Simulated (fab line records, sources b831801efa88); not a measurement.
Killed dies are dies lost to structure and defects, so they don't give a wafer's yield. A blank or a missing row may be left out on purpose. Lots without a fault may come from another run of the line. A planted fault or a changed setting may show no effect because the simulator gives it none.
A struck lot beside a sound one | flow sfq_line | 19 steps out of a route of 325
Sound: wafers L712.2, L712.3, L712.4. Struck: wafers L701.1, L701.2, L701.6. The cause comes at the end.
At each step with rows: each side's tool, then ch and its chambers, then its first start. Under that, the readings that differ: sound wafers | struck wafers | difference of the means | sigmas: that difference in standard deviations of wafers without a fault.
alike: readings whose means differ by less than 2 such deviations, and words and numbers that are the same on both sides. not compared: withheld readings, readings that some wafer has no value for, bounds like >300 that may hide the same value, and numbers for which the record gives no deviation and whose values overlap.
The two part at a step that has a row with sigmas, a row that says differs or no value, or rows on one side only. Numbers that don't overlap but have no deviation are shown without sigmas and don't part them. A reading that every wafer of one side lacks parts them only if that side has two wafers or more.

SFQ_M7_OVL_MEAS_945:
  sound on overlay-01, day 90 11:50; struck on overlay-01, day 84 22:47
  alike: M7_OVL
SFQ_TRILAYER_M7_BARC_OPEN_METAL_ETCH_229: etches BARC in O2, target depth 125 nm, time 41.7 s.
  sound on rie_metal-02 ch 0,1, day 90 11:52; struck on rie_metal-04 ch 0,1, day 84 22:49
  alike: drypump_motor_current_A, oes_product_au
  not compared: rf_hours_counter_h
SFQ_TRILAYER_M7_ETCH_METAL_ETCH_180: etches Nb in Cl2/Ar, stops on SiO2, target depth 240 nm, time 120 s.
  sound on rie_metal-02 ch 0,1, day 90 11:55; struck on rie_metal-04 ch 0,1, day 84 22:53
  alike: drypump_motor_current_A, oes_product_au
  not compared: rf_hours_counter_h
SFQ_TRILAYER_M7_STRIP_STRIP_181: strips in O2.
  sound on rie_metal-02 ch 0,1, day 90 12:02; struck on rie_metal-04 ch 0,1, day 84 23:01
  alike: drypump_motor_current_A, oes_product_au
  not compared: rf_hours_counter_h
then, 2 steps without rows for these wafers: SFQ_TRILAYER_M7_STRIP_SOLV_CLEAN_182 (cleans in NMP, time 600 s); SFQ_TRILAYER_I7_DEP_PECVD_183 (deposits SiO2 from SiH4/N2O, time 111.11 s, target thk 500 nm).
SFQ_TRILAYER_I7_CMP_CMP_184: polishes SiO2.
  sound on cmp-01 ch 1,2,3, day 90 13:43; struck on cmp-01 ch 0,1, day 84 23:53
  alike: motor_current_A, time_to_endpoint_s
SFQ_I7_BOW_MEAS_946:
  sound on film_metro-04, day 90 16:44; struck on film_metro-04, day 85 02:53
  alike: I7_BOW
SFQ_TRILAYER_I7_METRO_MEASURE_185:
  sound on film_metro-04, day 90 17:02; struck on film_metro-04, day 85 03:00
  alike: thk_nm
then, 3 steps without rows for these wafers: SFQ_TRILAYER_I7_VIA_LITHO_COAT_192 (resist thk 62 nm); SFQ_TRILAYER_I7_VIA_LITHO_COAT_187 (resist thk 650 nm); SFQ_TRILAYER_I7_VIA_LITHO_SOFTBAKE_191.
-- the record jumps here: 4 days lie between the struck wafers' starts before and after --
SFQ_TRILAYER_I7_VIA_LITHO_EXPOSE_188: exposes mask I7, target cd 1000 nm.
  sound on krf_scanner-01 ch 0, day 94 13:45; struck on krf_scanner-02 ch 0, day 89 02:08
  reading              | sound                | struck               | difference | sigmas
  exposure_dose_mJ_cm2 | 21.312 21.324 21.296 | 15.543 15.558 15.545 | -5.762     | -99 or more
  alike: mask, focus_offset_nm
then, 2 steps without rows for these wafers: SFQ_TRILAYER_I7_VIA_LITHO_PEB_190 (peb time 60 s); SFQ_TRILAYER_I7_VIA_LITHO_DEVELOP_189 (time 60 s).
SFQ_I7_OVL_MEAS_947:
  sound on overlay-01, day 94 15:04; struck on overlay-01, day 89 03:38
  alike: I7_OVL
SFQ_TRILAYER_I7_VIA_BARC_OPEN_VIA_ETCH_260: etches BARC in O2, target depth 125 nm, time 41.7 s.
  sound on rie_diel-04 ch 1,2,3, day 94 15:05; struck on rie_diel-04 ch 0,1,2, day 89 03:40
  reading             | sound           | struck            | difference | sigmas
  model.I7.cd_nm (nm) | 1000 1000 999.8 | 948.7 949.4 949.9 | -50.6      |
  alike: drypump_motor_current_A, oes_product_au
  not compared: rf_hours_counter_h
SFQ_TRILAYER_I7_VIA_ETCH_VIA_ETCH_190: etches SiO2 in CHF3, stops on Nb, target depth 260 nm.
  sound on rie_diel-04 ch 1,2,3, day 94 15:08; struck on rie_diel-04 ch 0,1,2, day 89 03:43
  reading             | sound            | struck            | difference | sigmas
  model.I7.cd_nm (nm) | 1000 998.5 997.9 | 948.6 949.3 950.1 | -49.5      |
  alike: drypump_motor_current_A, oes_product_au
then, 1 step without rows for these wafers: SFQ_TRILAYER_I7_VIA_STRIP_STRIP_191 (strips in O2).

WHERE THEY PART
Only at SFQ_TRILAYER_I7_VIA_LITHO_EXPOSE_188, within this record. Later steps at which nothing parts them and some readings are alike: SFQ_I7_OVL_MEAS_947, SFQ_TRILAYER_I7_VIA_BARC_OPEN_VIA_ETCH_260, SFQ_TRILAYER_I7_VIA_ETCH_VIA_ETCH_190.

WHY: what the simulator had put in
Process parameter drift: krf_scanner-02, from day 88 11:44 on, at SFQ_TRILAYER_I7_VIA_LITHO_EXPOSE_188. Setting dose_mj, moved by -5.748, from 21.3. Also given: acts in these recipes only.
